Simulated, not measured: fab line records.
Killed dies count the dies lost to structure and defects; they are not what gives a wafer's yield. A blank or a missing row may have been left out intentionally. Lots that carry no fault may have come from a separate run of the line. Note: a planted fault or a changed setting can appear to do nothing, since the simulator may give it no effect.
Which tool is to blame? -- flow gf180mcu -- 6 lots, 18 wafers sampled, at 2 steps of a route of 602

== WHAT EACH GAUGE READ, for each wafer ==
GF_V4_THK_MEAS_25: measures by xrf.
lot,measured,on,V4_W_THK (nm)
L640,day 25 16:24,film metro-03,354 363 353
L643,day 26 14:20,film metro-01,346 351 349
L646,day 27 18:41,film metro-03,355 355 355
L651,day 29 06:17,film metro-03,363 361 358
L655,day 30 14:14,film metro-01,343 347 349
L658,day 31 08:08,film metro-01,340 341 351

== WHAT TOOL EACH LOT RAN ON (gives the tool, then ch and the chambers of the sampled wafers, and finally the start) ==
lot,GF_V4_SPUTTER_21
L640,"pvd sputter-03, day 25 16:04"
L643,"pvd sputter-04, day 26 14:00"
L646,"pvd sputter-04, day 27 18:21"
L651,"pvd sputter-02, day 29 05:57"
L655,"pvd sputter-03, day 30 13:54"
L658,"pvd sputter-04, day 31 07:47"
- GF_V4_SPUTTER_21: material Ti, target thk 15 nm, time 80.02 s.

== THE ANSWER, worked out from the rows above alone ==
Rule: the lots themselves supply what counts as usual. The widest of any qualifying gaps counts: lots, ordered by their means at a reading, are off when they make up no more than a third of the lots, leave a main group of 4 or more, and stand apart from it by 3 or more times the standard deviation of that group's means. A main group whose means are all the same, to the digits that the tables above print for the reading, isn't used. A lot without any number at a reading at which 4 lots or more have one is off too. All remaining lots with rows at the step are treated as sound.
Across all readings shown, no lot is off: no conclusion can be drawn from this.

== WHAT THE SIMULATOR PUT IN ==
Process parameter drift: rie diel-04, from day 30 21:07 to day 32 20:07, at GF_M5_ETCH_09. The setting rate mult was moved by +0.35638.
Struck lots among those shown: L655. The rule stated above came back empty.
